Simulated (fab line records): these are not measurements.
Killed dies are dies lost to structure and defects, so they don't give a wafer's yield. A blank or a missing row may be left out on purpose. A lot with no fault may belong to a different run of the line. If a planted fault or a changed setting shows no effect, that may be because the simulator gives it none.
Which tool did it? | flow gf180mcu | 7 lots with 21 wafers sampled at 4 steps, on a route of 602 steps

WHAT EACH GAUGE READ, for each wafer
GF_CONTACT_THK_MEAS_03.
lot  | measured     | on            | CONTACT_CVD_02_THK (nm)
L975 | day 15 20:28 | film metro-02 | 851 866 854
L977 | day 16 09:58 | film metro-02 | 844 849 861
L980 | day 17 14:32 | film metro-04 | 848 863 858
L982 | day 18 08:47 | film metro-02 | 867 859 879
L986 | day 19 22:31 | film metro-01 | 864 866 878
L990 | day 21 05:41 | film metro-02 | 875 681 693 875 681 692
L996 | day 23 06:50 | film metro-02 | 848 846 850

WHICH TOOL RAN EACH LOT (tool, then ch and the chambers of the sampled wafers, then the start)
lot  | GF_SALICIDE_RTA_06               | GF_SALICIDE_RTA_08               | GF_CONTACT_CVD_02
L975 | rtp anneal-01 ch 0, day 15 19:59 | rtp anneal-02 ch 0, day 15 20:11 | pecvd-01 ch 0,1,2, day 15 20:23
L977 | rtp anneal-02 ch 0, day 16 09:28 | rtp anneal-01 ch 0, day 16 09:40 | pecvd-03 ch 1,2, day 16 09:51
L980 | rtp anneal-01 ch 0, day 17 14:04 | rtp anneal-02 ch 0, day 17 14:16 | pecvd-02 ch 0,2, day 17 14:26
L982 | rtp anneal-01 ch 0, day 18 08:19 | rtp anneal-02 ch 0, day 18 08:31 | pecvd-02 ch 0,1, day 18 08:43
L986 | rtp anneal-02 ch 0, day 19 22:04 | rtp anneal-01 ch 0, day 19 22:15 | pecvd-02 ch 0,2, day 19 22:26
L990 | rtp anneal-01 ch 0, day 21 05:12 | rtp anneal-02 ch 0, day 21 05:24 | pecvd-02 ch 0,2, day 21 05:37
L996 | rtp anneal-01 ch 0, day 23 06:22 | rtp anneal-02 ch 0, day 23 06:34 | pecvd-01 ch 1,2, day 23 06:45
- GF_SALICIDE_RTA_06: time 30 s.
- GF_SALICIDE_RTA_08: time 30 s.
- GF_CONTACT_CVD_02: deposits SiO2 from TEOS, target thk 860 nm, time 95.992 s.

THE ANSWER, worked out from the rows above alone
Rule: the lots themselves supply what counts as usual. The widest of any qualifying gaps counts: lots, ordered by their means at a reading, are off when they make up no more than a third of the lots, leave a main group of 4 or more, and stand apart from it by 3 or more times the standard deviation of that group's means. A main group is skipped when, at the precision printed for the reading in the tables above, its means are all equal. Also off: a lot with no number at a reading for which 4 or more lots have one. All remaining lots with rows at the step are treated as sound.
Off: L990, at GF_CONTACT_THK_MEAS_03 (CONTACT_CVD_02_THK). The main group has a mean of 858 nm with a standard deviation of 8.
If a tool, at a process step before that reading, ran all the lots that are off and no sound lot after the first of them, it fits. Those tools and the gauges at GF_CONTACT_THK_MEAS_03 are tried in the same way. One fits: pecvd-02 at GF_CONTACT_CVD_02. A fault onset in the window from L986 (day 19 22:26, its last sound lot) to L990 (day 21 05:37, its first lot off) fits.

WHAT THE SIMULATOR HAD PUT IN
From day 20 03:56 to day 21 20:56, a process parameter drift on pecvd-02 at GF_CONTACT_CVD_02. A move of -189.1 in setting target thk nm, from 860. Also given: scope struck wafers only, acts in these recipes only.
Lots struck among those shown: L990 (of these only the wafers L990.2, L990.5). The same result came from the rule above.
